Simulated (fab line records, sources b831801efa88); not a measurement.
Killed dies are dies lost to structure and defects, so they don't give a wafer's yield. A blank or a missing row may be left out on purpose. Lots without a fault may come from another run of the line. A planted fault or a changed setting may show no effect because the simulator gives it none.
Chamber matching | flow sky130 | SKY_CONTACT_CMP_27 on cmp-01: 4 sister chambers
The step polishes, stops on SiO2, t overpolish 15 s, target thk 0 nm. 4 wafers are shown with their chamber, then 7 later ones without.

WAFERS WITH THEIR CHAMBER
wafer  | chamber | motor_current_A (A)
L705.2 | 3       | 10.9
L710.1 | 2       | 14.0
L710.3 | 0       | 12.0
L710.6 | 1       | 10.1

WAFERS WITHOUT THEIR CHAMBER
wafer  | motor_current_A (A)
L713.3 | 12.1
L722.2 | 10.1
L722.3 | 12.8
L722.4 | 10.1
L724.2 | 10.5
L724.3 | 12.0
L724.6 | 13.5

WHICH CHAMBER EACH WENT THROUGH
wafer  | from the rows above     | in truth
L713.3 | 0                       | 0
L722.2 | 1                       | 1
L722.3 | can't be placed: 0 or 2 | 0
L722.4 | 1                       | 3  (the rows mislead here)
L724.2 | can't be placed: 1 or 3 | 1
L724.3 | 0                       | 0
L724.6 | 2                       | 2
Placed correctly: 4 of 7. Can't be placed from these rows: 2 (the true chamber is among the candidates in 2). Placed wrongly: 1.
How it was worked out, from the rows above alone: a wafer's distance from a chamber is the root of the sum, over the readings, of the square of ((its reading less the chamber's mean) divided by the reading's scatter). The wafer belongs to the nearest chamber; if the next one is less than 2 further off, it can't be placed. A chamber's mean is the mean of its shown wafers. The scatter: with one shown wafer a chamber, the root of the mean of the squares of how far each hidden wafer lies from its nearest shown one.
